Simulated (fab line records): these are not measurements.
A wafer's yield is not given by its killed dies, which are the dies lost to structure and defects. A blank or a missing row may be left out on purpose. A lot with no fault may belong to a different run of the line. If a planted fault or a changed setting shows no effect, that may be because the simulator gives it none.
Matching of chambers | flow sky130 | 4 sister chambers for SKY_POLY_GATE_ETCH_17 on rie-si-01
The step etches poly-Si in HBr/Cl2, stops on SiO2, target depth 180 nm, time 70.5 s. 4 wafers are shown with their chamber, then 7 later ones without.

## WAFERS WITH THEIR CHAMBER
wafer  | chamber | drypump-motor-current-A (A)
L777.4 | 3       | 4.9
L780.2 | 0       | 5.9
L789.1 | 2       | 5.9
L789.3 | 1       | 5.4

## WAFERS MISSING THEIR CHAMBER
wafer  | drypump-motor-current-A (A)
L789.6 | 5.9
L792.2 | 5.4
L792.3 | 6.0
L792.4 | 5.9
L794.2 | 5.9
L794.4 | 4.8
L794.6 | 4.9

## EACH ONE'S CHAMBER
wafer  | from the rows above     | in truth
L789.6 | can't be placed: 0 or 2 | 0
L792.2 | 1                       | 1
L792.3 | can't be placed: 0 or 2 | 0
L792.4 | can't be placed: 0 or 2 | 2
L794.2 | can't be placed: 0 or 2 | 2
L794.4 | 3                       | 3
L794.6 | 3                       | 3
3 of 7 placed correctly. Unplaceable from these rows: 4, with the true chamber sitting among the candidates in 4. Number placed wrongly: 0.
How it was worked out, from the rows above alone: a wafer's distance from a chamber is the root of the sum, over the readings, of the square of ((its reading less the chamber's mean) divided by the reading's scatter). The wafer belongs to the nearest chamber; if the next one is less than 2 further off, it can't be placed. For every chamber, the mean is computed from those of its wafers that are shown. The scatter: root of mean squared gap, hidden wafer to nearest shown wafer, with one shown wafer a chamber.
